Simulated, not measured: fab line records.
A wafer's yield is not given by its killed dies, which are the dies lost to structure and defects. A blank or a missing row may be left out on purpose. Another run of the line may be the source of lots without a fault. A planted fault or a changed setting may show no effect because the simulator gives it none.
Comparing a struck lot with a sound one    flow sky130    17 out of 708 route steps
Sound: these wafers, L278.2, L278.3, L278.6. The struck wafers were L282.1, L282.5, L282.6. The cause comes at the end.
For every step that has rows: the tool of each side, followed by ch and its chambers, followed by its first start. Under that, the readings that differ: sound wafers    struck wafers    difference of the means    sigmas: that difference in standard deviations of wafers without a fault.
alike: a reading whose means differ by less than 2 such deviations, as well as words and numbers matching on both sides. not compared: withheld readings; readings where some wafer has no value; bounds like >300 that might hide an equal value; numbers whose values overlap and for which the record gives no deviation.
The two part at a step that has a row with sigmas, a row that says differs or no value, or rows on one side only. Numbers that don't overlap but have no deviation are shown without sigmas and don't part them. A reading missing from all wafers of one side parts the sides only when that side holds two or more wafers.

first, 9 steps without rows for these wafers: SKY_CAPM_CLEAN_17 (cleans in O3/DIW); SKY_METAL3_DEHYDRATE_05 (time 60 s); SKY_METAL3_HMDS_06 (prime time 60 s); SKY_METAL3_COAT_07 (resist thk 60 nm); SKY_METAL3_COAT_08 (resist thk 1140 nm); SKY_METAL3_SOFTBAKE_09 (time 90 s); SKY_METAL3_EXPOSE_10 (exposes mask MM3, target cd 300 nm); SKY_METAL3_PEB_11; SKY_METAL3_DEVELOP_12 (develop time 60 s).
SKY_METAL3_CD_MEAS_13: target cd 300 nm.
  sound: cdSem-02 at day 39 21:16; struck: cdSem-02 at day 43 01:10
  alike: cdNm
SKY_METAL3_OVL_MEAS_14:
  sound: overlay-02 at day 39 21:23; struck: overlay-02 at day 43 01:17
  alike: METAL3_OVL
SKY_METAL3_DESCUM_15: chemistry O2, time 8 s.
  sound on rieMetal-01 ch 0,1, day 39 21:25; struck on rieMetal-01 ch 0,1, day 43 01:19
  alike: drypumpMotorCurrentA, oesProductAu, tempC
  not compared: rfHoursCounterH
SKY_METAL3_ETCH_16: etches BARC in N2/H2, stops on SiO2, time 88.2 s, target depth 60 nm.
  sound on rieMetal-01 ch 0,1, day 39 21:26; struck on rieMetal-01 ch 0,1, day 43 01:20
  no value came back on the struck wafers for any of 6 readings (biasW (W), chamberPressureMTorr (mTorr) and others); on the sound wafers biasW (W) reads 100.61 99.78 100.03
reading                                       sound           struck          difference  sigmas
model.KrF-thick_of_METAL3_COAT_08.thkNm (nm)  1075 1077 1078  1130 1132 1127  +53         
  not compared: rfHoursCounterH
SKY_METAL3_ETCH_17: etches SiO2 in C4F8/O2/Ar, stops on TiN, time 3.9 s, target depth 15 nm.
  sound on rieDiel-02 ch 0,3, day 39 21:32; struck on rieDiel-03 ch 1,2, day 43 01:26
reading              sound              struck             difference  sigmas
oesProductAu (a.u.)  0.741 0.740 0.741  0.370 0.378 0.377  -0.366      -51
  alike: biasW, chamberPressureMTorr
  not compared: rfHoursCounterH
SKY_METAL3_METAL_ETCH_18: etches the open film in Cl2/BCl3, stops on SiO2, target depth 845 nm, time 183.1 s.
  sound on rieMetal-02 ch 1, day 39 21:34; struck on rieMetal-03 ch 0,1, day 43 01:28
reading                                       sound              struck             difference  sigmas
oesProductAu (a.u.)                           0.873 0.876 0.873  0.374 0.372 0.375  -0.500      -65
model.KrF-thick_of_METAL3_COAT_08.thkNm (nm)  505.3 506.5 503.5  579.5 583.2 577.4  +74.9       
  alike: bcl3FlowSccm, biasW, drypumpMotorCurrentA, throttleValvePct
  not compared: rfHoursCounterH
SKY_METAL3_STRIP_19: strips in O2/N2.
  sound on plasmaAsher-03 ch 0,1, day 39 21:44; struck on plasmaAsher-02 ch 0,1, day 43 01:38
reading                   sound              struck             difference  sigmas
oesProductAu (a.u.)       0.493 0.492 0.492  0.532 0.526 0.521  +0.034      +6
stripTimeToEndpointS (s)  6.33 6.33 6.31     7.04 7.08 7.02     +0.72       +8
  alike: drypumpMotorCurrentA, n2FlowSccm, o2FlowSccm
  not compared: rfHoursCounterH
then, 1 step without rows for these wafers: SKY_METAL3_STRIP_20 (strips in post etch residue remover, time 1200 s).

== WHERE THEY PART ==
Earliest at SKY_METAL3_ETCH_16; latest, in this record, at SKY_METAL3_STRIP_19.

WHY: what had been put in by the simulator
Step skipped in full: rieMetal-01, at SKY_METAL3_ETCH_16, from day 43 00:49 onward. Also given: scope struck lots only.
